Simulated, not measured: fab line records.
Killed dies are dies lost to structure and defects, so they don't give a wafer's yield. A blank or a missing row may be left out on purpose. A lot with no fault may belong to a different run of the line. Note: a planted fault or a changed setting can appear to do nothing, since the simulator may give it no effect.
Code-filled problem report in 8D (eight disciplines) form | flow sky130 | the parts of the form that need people (team, actions taken, sign-off) are left out

## 1. PROBLEM STATEMENT
Across 6 wafers from 2 lots, SONOS_ONO_OXIDATION_THK at SKY_SONOS_ONO_THK_MEAS_01 averages 2.94 nm, while fault-free wafers read 2.61 nm with a standard deviation of 0.062. That puts it +5.3 standard deviations away from the usual mean.
Seen first at day 13 11:10 on film-metro-02, wafer L408.3. Wafers with a number at this step in the record: 39, from 13 lots. The rule behind "out" and "out of limits": a value lying over 4 standard deviations away from the usual mean. The rest of the wafers with a number are treated as sound.

## 2. WHAT IT IS, WHAT IT ISN'T
question                    | is                           | is not
which readings at this step | SONOS_ONO_OXIDATION_THK      | -
which lots                  | L408, L410                   | L402, L404, L406, L409, L417, L420, L421, L422, L423, L424, L425
which wafers of those lots  | all that have a number       | -
read on which gauges        | film-metro-02, film-metro-04 | film-metro-01
when                        | from day 13 11:10            | up to then (9 sound wafers); but 24 sound wafers of L409, L417, L420, L421, L422, L423, L424, L425 came after

## 3. SUSPECTS, AND WHAT RULES EACH OUT
Counting: a tool at any process step up to the reading remains a suspect when it ran all the lots that are out and ran no sound lot after the first of those.
- the gauge at SKY_SONOS_ONO_THK_MEAS_01 has been ruled out. 2 gauges (film-metro-02, film-metro-04) read the wafers that are out.
- furnace-01 at SKY_SONOS_ONO_OXIDATION_00 (stabilise 600 s, purge 300 s, target thk 2.6 nm): ruled out as a lasting fault. Sound lots L422, L424 ran on it after its first lot that is out, L408 (day 13 09:49).
Left after counting: nothing in the record.

## 4. THE CAUSE (what the simulator had put in)
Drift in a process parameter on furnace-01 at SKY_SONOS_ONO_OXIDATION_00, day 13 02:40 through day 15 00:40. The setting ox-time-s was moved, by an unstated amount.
The count ruled it out by mistake, since the rule takes a fault to strike every lot its tool runs from the start of the fault on, and this one did not do so.

## 5. THE CHAIN OF EFFECTS, in route order
One row per reading whose mean, taken over the struck wafers that have a number, lies over 3 standard deviations from the usual. Only readings for which the record gives a usual standard deviation are gone through. hours: the time from each lot's start at the first step in this table that gives one to its start at this step, as a median over the lots. sigmas: the change in usual standard deviations.
hours | step                      | reading                 | usual   | on struck wafers | change | sigmas
0     | SKY_SONOS_ONO_THK_MEAS_01 | SONOS_ONO_OXIDATION_THK | 2.61 nm | 2.94             | +0.33  | +5.3
At these later measuring or inspecting steps, every struck wafer for which the step has a row has a number for every such reading, and none has moved that far: SKY_SONOS_ONO_CD_MEAS_13, SKY_GATE_OXIDE_THK_MEAS_02.

## 6. WHAT WOULD HAVE CAUGHT IT SOONER
The first out-of-limits reading at a measuring or inspecting step in this record came at day 13 11:10, 8 hours after the fault's start at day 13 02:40.
Tool readings at SKY_SONOS_ONO_OXIDATION_00 with a usual standard deviation given in the record: none out on any struck wafer, hence no alarm at a limit of 4 standard deviations on them.
